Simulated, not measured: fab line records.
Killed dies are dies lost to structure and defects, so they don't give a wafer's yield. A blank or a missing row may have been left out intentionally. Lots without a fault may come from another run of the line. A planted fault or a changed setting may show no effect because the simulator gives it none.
Which tool was responsible?    flow gf180mcu    Sampling: 13 lots, 39 wafers, 3 of 602 route steps

## WHAT EACH GAUGE READ, for each wafer
GF_PSD_OVL_MEAS_08. Usual: for PSD_OVL the level is -0.4 nm and the standard deviation is 1.3.
lot   measured      on          PSD_OVL (nm)    flag
L795  day 14 04:50  overlay-01  -2.3 -3.9 -3.7  
L796  day 14 14:42  overlay-01  0.7 0.6 -2.0    
L797  day 14 22:16  overlay-01  0.3 -0.4 0.6    
L798  day 15 15:48  overlay-02  -1.3 -0.2 -1.5  
L799  day 15 12:07  overlay-02  -3.5 -4.0 -2.2  
L801  day 16 06:40  overlay-02  1.5 -0.6 2.0    
L805  day 17 15:51  overlay-02  -1.0 0.2 0.5    
L808  day 19 07:22  overlay-01  -1.9 -0.5 -0.6  
L813  day 20 12:26  overlay-02  0.4 0.4 0.6     
L815  day 21 07:19  overlay-02  1.0 -0.4 0.4    
L816  day 21 16:39  overlay-01  -0.4 -1.8 -1.0  
L817  day 22 00:06  overlay-02  2.0 0.8 0.3     
L818  day 22 10:49  overlay-01  -0.5 1.4 -0.2   

GF_SAB_OVL_MEAS_10. Usual: for SAB_OVL the level is 0.8 nm and the standard deviation is 1.5.
lot   measured      on          SAB_OVL (nm)   flag
L795  day 15 02:22  overlay-02  1.4 1.0 2.1    
L796  day 15 12:28  overlay-02  -0.3 0.2 -0.7  
L797  day 15 20:27  overlay-02  -1.5 0.2 0.6   
L798  day 16 14:39  overlay-02  3.0 -0.6 0.0   
L799  day 16 10:45  overlay-01  2.5 3.7 3.5    
L801  day 17 06:10  overlay-01  0.3 -1.3 0.1   
L805  day 18 16:09  overlay-01  2.3 1.8 1.3    
L808  day 20 07:54  overlay-02  -0.6 -2.0 0.5  
L813  day 21 12:49  overlay-02  -0.9 1.9 0.8   
L815  day 22 07:43  overlay-01  1.8 2.7 3.2    
L816  day 22 16:30  overlay-01  1.5 2.1 -1.0   
L817  day 23 01:37  overlay-01  1.2 2.4 0.5    
L818  day 23 10:14  overlay-01  0.7 1.0 1.3    

## WHAT TOOL EACH LOT RAN ON (gives the tool, then ch and the chambers of the sampled wafers, and finally the start)
lot   GF_LVPWELL_EXPOSE_04
L795  iline stepper-02 ch 0, day 3 14:20
L796  iline stepper-01 ch 0, day 3 19:26
L797  iline stepper-02 ch 0, day 4 00:23
L798  iline stepper-01 ch 0, day 4 07:44
L799  iline stepper-02 ch 0, day 4 11:41
L801  iline stepper-01 ch 0, day 4 23:22
L805  iline stepper-02 ch 0, day 5 21:56
L808  iline stepper-01 ch 0, day 6 19:43
L813  iline stepper-01 ch 0, day 7 17:53
L815  iline stepper-02 ch 0, day 8 05:02
L816  iline stepper-02 ch 0, day 8 10:50
L817  iline stepper-02 ch 0, day 8 17:48
L818  iline stepper-02 ch 0, day 8 23:33
- GF_LVPWELL_EXPOSE_04: exposes mask LVPWELL, target cd 600 nm.

## AS READ BY THE TOOLS THEMSELVES (means over the sampled wafers that have a number; for cases with no such wafer, the mark the record gives instead)
The record holds no such reading with a usual standard deviation.

## THE ANSWER, worked out from the rows above alone
Rule: a lot counts as off when the mean over its wafers that have a number is more than 3 standard deviations away from the usual mean. A lot without any number at a reading at which 4 lots or more have one is off too. The other lots that the step has rows for count as sound. Order of review: gauges by route order, followed by the tools' own readings, for which a lot's mean as printed above is used. The first step at which some lot is off is used, and at that step the reading that is off furthest; a lot without a number counts as furthest.
No lot is off on any of the readings shown, so nothing can be concluded from this.

## WHAT HAD BEEN PUT IN BY THE SIMULATOR
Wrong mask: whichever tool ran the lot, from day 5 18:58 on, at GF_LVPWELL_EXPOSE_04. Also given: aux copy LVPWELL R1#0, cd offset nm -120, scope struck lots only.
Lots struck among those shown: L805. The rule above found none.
